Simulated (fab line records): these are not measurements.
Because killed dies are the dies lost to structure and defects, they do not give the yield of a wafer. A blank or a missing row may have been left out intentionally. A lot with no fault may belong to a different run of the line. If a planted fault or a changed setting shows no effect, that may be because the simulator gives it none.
fab line records ; flow sky130
record lots=12; wafers=36; last_day=50
route steps=708 shown LDD_HVN@277 RES_XHIGH@339 SD_N@349 LI_CONTACT@375 PAD_OPEN@708
lots that met no fault: taken from a fault-free run of the same line
start_h: start of the lot's first displayed wafer, in hours after the record's first day ; wait_h: time in hours since the lot's previous step ; " repeats the value in the row above ; L1.1+2: several wafers, shown together as one row ; - no value, or no start was given ; * or withheld: withheld ; < > ~ a bound
route shown NAME@n: a module of which the file shows steps, and the number in the route of the first ; usual: mean/standard deviation of fault-free wafers ; same: alike in all rows ; chamber/n: place in a boat ; sites: the reading at each site ; _std_site: the standard deviation of these ; _edge_site: outer sites' mean less inner sites' ; radius_mm: how far each site lies from the wafer's centre ; mask NAME#n: copy n ; behind: the most recent tool/chamber to have shaped the wafer ; hold: reason for holding the lot/hours on hold/outcome of the hold ; device: transistor that didn't switch, given as n, p or np ; end of line: the same wafers' tests at the end of the route ; a step given without rows: its recipe and nothing more ; killed: count of dies lost to structure and defects at first sort (not the wafer's yield) ; map: a wafer's dies, marking killed ones x, the rest . and places with no die _
set.NAME: the setting the step ran with; set.NAME@STEP: the setting that earlier step ran with ; model.NAME: the simulator's own value behind a step, which no gauge read
the route's steps for a sample of lots (tables are steps, rows are wafers)
services: from which hour (start_h, from the record's first day; less than 0 if before it) a tool's chamber was out of use, for how many hours, and why
## steps
# step SKY_LDD_HVN_TW_MEAS_10
# usual LDD_HVN_TW=1450/12
lot.wafer;tool;chamber;start_h;wait_h;LDD_HVN_TW
L705.1;film_metro-04;-;463.06;0.1;1464
L705.3;film_metro-04;-;463.06;0.1;1464
L705.5;film_metro-04;-;463.06;0.1;1457
L706.2;film_metro-01;-;465.17;0.1;1467
L706.3;film_metro-01;-;465.17;0.1;1457
L706.5;film_metro-01;-;465.17;0.1;1462
L707.2;film_metro-03;-;483.72;0.1;1449
L707.5;film_metro-03;-;483.72;0.1;1450
L707.6;film_metro-03;-;483.72;0.1;1451
L708.1;film_metro-03;-;484.11;0.1;1444
L708.4;film_metro-03;-;484.11;0.1;1450
L708.6;film_metro-03;-;484.11;0.1;1452
L709.1;film_metro-01;-;497.71;0.1;1453
L709.4;film_metro-01;-;497.71;0.1;1453
L709.6;film_metro-01;-;497.71;0.1;1449
L710.2;film_metro-01;-;510.96;0.1;1458
L710.4;film_metro-01;-;510.96;0.1;1463
L710.5;film_metro-01;-;510.96;0.1;1461
L711.2;film_metro-03;-;519.72;0.1;1441
L711.3;film_metro-03;-;519.72;0.1;1447
L711.5;film_metro-03;-;519.72;0.1;1448
L712.1;film_metro-04;-;520.66;0.1;1465
L712.3;film_metro-04;-;520.66;0.1;1459
L712.6;film_metro-04;-;520.66;0.1;1467
L713.1;film_metro-04;-;548.06;0.1;1470
L713.2;film_metro-04;-;548.06;0.1;1459
L713.5;film_metro-04;-;548.06;0.1;1476
L722.3;film_metro-03;-;613.87;0.1;1440
L722.4;film_metro-03;-;613.87;0.1;1437
L722.6;film_metro-03;-;613.87;0.1;1440
L724.1;film_metro-01;-;622.20;0.1;1448
L724.2;film_metro-01;-;622.20;0.1;1447
L724.5;film_metro-01;-;622.20;0.1;1453
L727.1;film_metro-01;-;647.01;0.1;1457
L727.3;film_metro-01;-;647.01;0.1;1450
L727.4;film_metro-01;-;647.01;0.1;1457
# step SKY_RES_XHIGH_IMPLANT_07
# recipe species=BF2; energy_kev=20; dose_cm2=3.6e+14; tilt_deg=0
# usual beam_on_s=38.1/1; faraday_current_uA=532/14; tilt_deg=0.006/0.021
lot.wafer;tool;chamber;start_h;wait_h;beam_on_s;faraday_current_uA;tilt_deg
L705.1;implanter-02;0;615.67;0.1;39.1;517;0.004
L705.3;implanter-02;0;615.67;0.1;38.6;526;-0.040
L705.5;implanter-02;0;615.67;0.1;37.4;543;-0.032
L706.2;implanter-04;0;618.40;0.1;38.8;520;0.009
L706.3;implanter-04;0;618.40;0.1;37.6;539;0.011
L706.5;implanter-04;0;618.40;0.1;36.7;555;0.005
L707.2;implanter-02;0;632.64;0.1;38.9;521;0.022
L707.5;implanter-02;0;632.64;0.1;38.4;532;0.025
L707.6;implanter-02;0;632.64;0.1;38.6;527;0.037
L708.1;implanter-01;0;634.35;0.1;38.0;533;0.018
L708.4;implanter-01;0;634.35;0.1;40.2;504;0.002
L708.6;implanter-01;0;634.35;0.1;39.0;518;0.011
L709.1;implanter-02;0;646.86;0.1;39.3;515;0.010
L709.4;implanter-02;0;646.86;0.1;39.2;519;0.000
L709.6;implanter-02;0;646.86;0.1;39.7;513;-0.009
L710.2;implanter-01;0;658.10;0.1;38.5;528;-0.021
L710.4;implanter-01;0;658.10;0.1;39.1;522;-0.011
L710.5;implanter-01;0;658.10;0.1;40.1;504;-0.035
L711.2;implanter-01;0;664.10;0.1;38.9;520;0.010
L711.3;implanter-01;0;664.10;0.1;39.8;512;0.032
L711.5;implanter-01;0;664.10;0.1;40.1;503;0.020
L712.1;implanter-04;0;666.78;0.1;37.8;538;-0.004
L712.3;implanter-04;0;666.78;0.1;37.9;530;-0.011
L712.6;implanter-04;0;666.78;0.1;36.7;553;0.033
L713.1;implanter-02;0;706.61;0.1;36.9;551;0.033
L713.2;implanter-02;0;706.61;0.1;38.2;531;0.037
L713.5;implanter-02;0;706.61;0.1;38.4;530;0.013
L722.3;implanter-04;0;754.83;0.1;29.7;682;0.016
L722.4;implanter-04;0;754.83;0.1;30.4;662;-0.005
L722.6;implanter-04;0;754.83;0.1;30.5;667;0.026
L724.1;implanter-04;0;762.78;0.1;30.1;676;-0.002
L724.2;implanter-04;0;762.78;0.1;29.8;679;-0.016
L724.5;implanter-04;0;762.78;0.1;30.2;673;-0.005
L727.1;implanter-02;0;787.48;0.1;38.3;528;-0.003
L727.3;implanter-02;0;787.48;0.1;38.7;522;-0.022
L727.4;implanter-02;0;787.48;0.1;38.8;522;-0.019
# step SKY_RES_XHIGH_TW_MEAS_09
# usual RES_XHIGH_TW=1657/13
lot.wafer;tool;chamber;start_h;wait_h;RES_XHIGH_TW
L705.1;film_metro-03;-;615.92;0.1;1640
L705.3;film_metro-03;-;615.92;0.1;1638
L705.5;film_metro-03;-;615.92;0.1;1648
L706.2;film_metro-04;-;618.64;0.1;1678
L706.3;film_metro-04;-;618.64;0.1;1680
L706.5;film_metro-04;-;618.64;0.1;1670
L707.2;film_metro-04;-;632.87;0.1;1656
L707.5;film_metro-04;-;632.87;0.1;1671
L707.6;film_metro-04;-;632.87;0.1;1660
L708.1;film_metro-03;-;634.60;0.1;1652
L708.4;film_metro-03;-;634.60;0.1;1642
L708.6;film_metro-03;-;634.60;0.1;1646
L709.1;film_metro-03;-;647.11;0.1;1648
L709.4;film_metro-03;-;647.11;0.1;1640
L709.6;film_metro-03;-;647.11;0.1;1652
L710.2;film_metro-03;-;658.33;0.1;1644
L710.4;film_metro-03;-;658.33;0.1;1641
L710.5;film_metro-03;-;658.33;0.1;1644
L711.2;film_metro-04;-;664.33;0.1;1671
L711.3;film_metro-04;-;664.33;0.1;1665
L711.5;film_metro-04;-;664.33;0.1;1673
L712.1;film_metro-03;-;667.03;0.1;1641
L712.3;film_metro-03;-;667.03;0.1;1648
L712.6;film_metro-03;-;667.03;0.1;1651
L713.1;film_metro-03;-;706.86;0.1;1642
L713.2;film_metro-03;-;706.86;0.1;1643
L713.5;film_metro-03;-;706.86;0.1;1649
L722.3;film_metro-03;-;755.05;0.1;1544
L722.4;film_metro-03;-;755.05;0.1;1538
L722.6;film_metro-03;-;755.05;0.1;1544
L724.1;film_metro-03;-;763.03;0.1;1552
L724.2;film_metro-03;-;763.03;0.1;1537
L724.5;film_metro-03;-;763.03;0.1;1539
L727.1;film_metro-01;-;787.73;0.1;1656
L727.3;film_metro-01;-;787.73;0.1;1655
L727.4;film_metro-01;-;787.73;0.1;1668
# step SKY_SD_N_CD_MEAS_07
# recipe target_cd_nm=380
# usual cd_nm=380.4/2
lot.wafer;tool;chamber;start_h;wait_h;cd_nm
L705.1;cd_sem-01;-;643.63;0.1;379.9
L705.3;cd_sem-01;-;643.63;0.1;383.0
L705.5;cd_sem-01;-;643.63;0.1;380.9
L706.2;cd_sem-02;-;646.24;0.1;379.9
L706.3;cd_sem-02;-;646.24;0.1;381.1
L706.5;cd_sem-02;-;646.24;0.1;377.8
L707.2;cd_sem-01;-;661.64;0.1;382.0
L707.5;cd_sem-01;-;661.64;0.1;378.8
L707.6;cd_sem-01;-;661.64;0.1;379.6
L708.1;cd_sem-01;-;662.68;0.1;381.1
L708.4;cd_sem-01;-;662.68;0.1;379.3
L708.6;cd_sem-01;-;662.68;0.1;379.9
L709.1;cd_sem-02;-;674.68;0.1;382.9
L709.4;cd_sem-02;-;674.68;0.1;383.3
L709.6;cd_sem-02;-;674.68;0.1;383.4
L710.2;cd_sem-01;-;686.19;0.1;377.7
L710.4;cd_sem-01;-;686.19;0.1;377.2
L710.5;cd_sem-01;-;686.19;0.1;376.5
L711.2;cd_sem-01;-;692.64;0.1;382.9
L711.3;cd_sem-01;-;692.64;0.1;382.9
L711.5;cd_sem-01;-;692.64;0.1;385.4
L712.1;cd_sem-01;-;694.23;0.1;381.5
L712.3;cd_sem-01;-;694.23;0.1;380.6
L712.6;cd_sem-01;-;694.23;0.1;381.0
L713.1;cd_sem-02;-;734.63;0.1;380.5
L713.2;cd_sem-02;-;734.63;0.1;377.5
L713.5;cd_sem-02;-;734.63;0.1;376.5
L722.3;cd_sem-02;-;781.97;0.1;378.8
L722.4;cd_sem-02;-;781.97;0.1;379.7
L722.6;cd_sem-02;-;781.97;0.1;379.5
L724.1;cd_sem-02;-;789.48;0.1;376.7
L724.2;cd_sem-02;-;789.48;0.1;380.4
L724.5;cd_sem-02;-;789.48;0.1;379.5
L727.1;cd_sem-02;-;814.43;0.1;378.2
L727.3;cd_sem-02;-;814.43;0.1;379.7
L727.4;cd_sem-02;-;814.43;0.1;378.1
# step SKY_SD_N_RS_MEAS_18
# recipe thk_meas_gauge=four-point-probe
# usual RES_XHIGH_RS=333.7/1.3
lot.wafer;tool;chamber;start_h;wait_h;RES_XHIGH_RS[ohm/sq]
L705.1;film_metro-04;-;644.71;0.1;332.1
L705.3;film_metro-04;-;644.71;0.1;330.7
L705.5;film_metro-04;-;644.71;0.1;332.8
L706.2;film_metro-04;-;647.32;0.1;335.4
L706.3;film_metro-04;-;647.32;0.1;335.7
L706.5;film_metro-04;-;647.32;0.1;333.6
L707.2;film_metro-03;-;662.73;0.1;334.0
L707.5;film_metro-03;-;662.73;0.1;334.5
L707.6;film_metro-03;-;662.73;0.1;335.6
L708.1;film_metro-01;-;663.82;0.1;333.8
L708.4;film_metro-01;-;663.82;0.1;333.6
L708.6;film_metro-01;-;663.82;0.1;334.8
L709.1;film_metro-04;-;675.76;0.1;334.4
L709.4;film_metro-04;-;675.76;0.1;333.2
L709.6;film_metro-04;-;675.76;0.1;333.0
L710.2;film_metro-01;-;687.28;0.1;333.0
L710.4;film_metro-01;-;687.28;0.1;333.2
L710.5;film_metro-01;-;687.28;0.1;333.3
L711.2;film_metro-03;-;693.72;0.1;330.6
L711.3;film_metro-03;-;693.72;0.1;333.9
L711.5;film_metro-03;-;693.72;0.1;331.9
L712.1;film_metro-01;-;695.31;0.1;331.7
L712.3;film_metro-01;-;695.31;0.1;332.4
L712.6;film_metro-01;-;695.31;0.1;331.9
L713.1;film_metro-04;-;735.74;0.1;334.8
L713.2;film_metro-04;-;735.74;0.1;334.1
L713.5;film_metro-04;-;735.74;0.1;334.0
L722.3;film_metro-04;-;783.05;0.1;391.8
L722.4;film_metro-04;-;783.05;0.1;393.2
L722.6;film_metro-04;-;783.05;0.1;391.3
L724.1;film_metro-03;-;790.56;0.1;392.7
L724.2;film_metro-03;-;790.56;0.1;394.7
L724.5;film_metro-03;-;790.56;0.1;393.0
L727.1;film_metro-01;-;815.51;0.1;333.8
L727.3;film_metro-01;-;815.51;0.1;333.6
L727.4;film_metro-01;-;815.51;0.1;332.7
# step SKY_LI_CONTACT_OVL_MEAS_13
# usual LI_CONTACT_OVL=3/4.7
lot.wafer;tool;chamber;start_h;wait_h;LI_CONTACT_OVL[nm]
L705.1;overlay-02;-;673.68;0.1;1
L705.3;overlay-02;-;673.68;0.1;2
L705.5;overlay-02;-;673.68;0.1;4
L706.2;overlay-02;-;675.64;0.1;5
L706.3;overlay-02;-;675.64;0.1;9
L706.5;overlay-02;-;675.64;0.1;5
L707.2;overlay-02;-;691.79;0.1;5
L707.5;overlay-02;-;691.79;0.1;3
L707.6;overlay-02;-;691.79;0.1;12
L708.1;overlay-01;-;693.10;0.1;9
L708.4;overlay-01;-;693.10;0.1;1
L708.6;overlay-01;-;693.10;0.1;1
L709.1;overlay-02;-;704.55;0.1;4
L709.4;overlay-02;-;704.55;0.1;3
L709.6;overlay-02;-;704.55;0.1;1
L710.2;overlay-02;-;715.75;0.1;6
L710.4;overlay-02;-;715.75;0.1;6
L710.5;overlay-02;-;715.75;0.1;9
L711.2;overlay-02;-;722.60;0.1;2
L711.3;overlay-02;-;722.60;0.1;-1
L711.5;overlay-02;-;722.60;0.1;-2
L712.1;overlay-02;-;723.78;0.1;0
L712.3;overlay-02;-;723.78;0.1;-4
L712.6;overlay-02;-;723.78;0.1;6
L713.1;overlay-02;-;763.55;0.1;8
L713.2;overlay-02;-;763.55;0.1;11
L713.5;overlay-02;-;763.55;0.1;10
L722.3;overlay-01;-;810.80;0.1;-1
L722.4;overlay-01;-;810.80;0.1;-1
L722.6;overlay-01;-;810.80;0.1;-1
L724.1;overlay-02;-;818.25;0.1;9
L724.2;overlay-02;-;818.25;0.1;8
L724.5;overlay-02;-;818.25;0.1;4
L727.1;overlay-02;-;843.04;0.1;2
L727.3;overlay-02;-;843.04;0.1;7
L727.4;overlay-02;-;843.04;0.1;3
# step SKY_PAD_OPEN_PROBE_99
# usual killed_at_M0_to_M3=43/6.4; killed_at_M4_up=2.9/1.7; killed_at_contacts=24/5; killed_at_front_end=15/4; killed_at_other=0.4/0.62; killed_dies=86/9.3; killed_open=47/6.8; killed_short=38/5.8
# same gross_dies=492; killed_at_back_side=0
lot.wafer;tool;chamber;start_h;wait_h;killed_at_M0_to_M3;killed_at_M4_up;killed_at_contacts;killed_at_front_end;killed_at_other;killed_dies;killed_open;killed_short
L724.1;prober-02;-;1177.00;0.1;44;0;27;18;1;90;52;38
L724.2;prober-02;-;1177.05;0.1;42;3;34;12;0;91;52;39
L724.5;prober-02;-;1177.20;0.2;52;2;24;18;0;96;42;54
# killed by level:class
L724.1 VIA1:geometric_particle:open=12 CONTACT:geometric_particle:open=9 LI_CONTACT:geometric_particle:open=8 VIA3:geometric_particle:open=8 VIA2:geometric_particle:open=7 FIELD_ISO:geometric_particle:short=6 VIA2:geometric_particle:short=6 POLY_GATE:geometric_particle:short=5
L724.2 CONTACT:geometric_particle:open=18 VIA2:geometric_particle:open=8 CONTACT:geometric_particle:short=8 VIA1:geometric_particle:open=8 VIA1:geometric_particle:short=7 METAL1:geometric_particle:short=5 POLY_GATE:geometric_particle:open=4 VIA3:geometric_particle:open=3
L724.5 CONTACT:geometric_particle:open=8 METAL1:geometric_particle:short=8 METAL2:geometric_particle:short=8 LI_CONTACT:geometric_particle:open=7 METAL3:geometric_particle:short=7 VIA1:geometric_particle:open=6 VIA2:geometric_particle:open=6 FIELD_ISO:geometric_particle:open=5
## services
tool;chamber;start_h;hours;kind
implanter-04;-;633.05;2.7;repair
implanter-02;-;664.19;4.5;pm
implanter-02;-;668.67;20.5;pm
implanter-04;-;671.57;1.9;repair
implanter-02;-;707.78;1.9;repair
implanter-04;-;743.38;3.5;repair
implanter-02;-;743.41;1.1;repair
implanter-04;-;746.90;4.0;pm
implanter-02;-;753.85;1.0;repair
implanter-01;-;781.75;3.0;pm
## key
first_sign step=SKY_RES_XHIGH_IMPLANT_07; reading=faraday_current_uA; direction=up; sigmas=10; usual=532; struck=673
effect step=SKY_RES_XHIGH_IMPLANT_07; reading=beam_on_s; direction=down; sigmas=7.9; usual=38.1; struck=30.1
effect step=SKY_RES_XHIGH_TW_MEAS_09; reading=RES_XHIGH_TW; direction=down; sigmas=8.5; usual=1657; struck=1542
effect step=SKY_SD_N_RS_MEAS_18; reading=RES_XHIGH_RS; direction=up; sigmas=47; usual=333.7; struck=392.8
met_at SKY_RES_XHIGH_IMPLANT_07
struck_lots L722,L724
tester_left_out L722,L724
not_acting_at SKY_LDD_HVN_TW_MEAS_10,SKY_SD_N_CD_MEAS_07,SKY_LI_CONTACT_OVL_MEAS_13
onset_between 666.78 754.83
fault kind=process_parameter_drift; tool=implanter-04; chamber=-; onset_h=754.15; steps=SKY_RES_XHIGH_IMPLANT_07; channel=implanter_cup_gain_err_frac; offset=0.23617; shape=step; end_h=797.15
# tester_left_out: of these lots the tester's yield and bins aren't shown, on N5 and GAA mostly nor the transistor test; their killed dies are dies lost to structure and defects alone, not to doping, threshold or leakage, so they don't give the yield
